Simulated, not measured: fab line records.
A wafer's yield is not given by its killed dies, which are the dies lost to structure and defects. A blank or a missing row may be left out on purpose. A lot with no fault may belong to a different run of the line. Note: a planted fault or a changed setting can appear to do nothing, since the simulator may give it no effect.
Matching of chambers -- flow sky130 -- SKY_SPACER_ETCHBACK_02 on rieDiel-03 has 4 sister chambers
The step etches Si3N4 in CH3F/O2, stops on SiO2, time 46.7 s, target depth 45 nm. 4 wafers are shown with their chamber, then 9 later ones without.

## WAFERS PAIRED WITH THEIR CHAMBERS
wafer,chamber,drypumpMotorCurrentA (A)
L079.2,3,5.4
L083.6,2,5.7
L090.5,0,6.1
L090.6,1,5.7

## WAFERS WITH NO CHAMBER GIVEN
wafer,drypumpMotorCurrentA (A)
L092.2,5.7
L092.3,5.4
L092.5,5.3
L093.4,6.2
L093.5,5.4
L093.6,6.1
L096.1,5.7
L096.3,5.4
L096.5,5.7

## WHICH CHAMBER EACH WENT THROUGH
wafer,from the rows above,in truth
L092.2,can't be placed: 1 or 2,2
L092.3,3,3
L092.5,3,3
L093.4,0,0
L093.5,3,3
L093.6,0,0
L096.1,can't be placed: 1 or 2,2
L096.3,3,3
L096.5,can't be placed: 1 or 2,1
Placed correctly: 6 of 9. From these rows, 3 cannot be placed; in 3 the true chamber is one of the candidates. Wrongly placed: 0.
How it was worked out, from the rows above alone: a wafer's distance from a chamber is the root of the sum, over the readings, of the square of ((its reading less the chamber's mean) divided by the reading's scatter). If the next closest chamber is less than 2 further off than the closest, the wafer can't be placed; otherwise it belongs to the closest. Each chamber's mean is taken over the wafers shown for it. The scatter: root of mean squared gap, hidden wafer to nearest shown wafer, with one shown wafer a chamber.
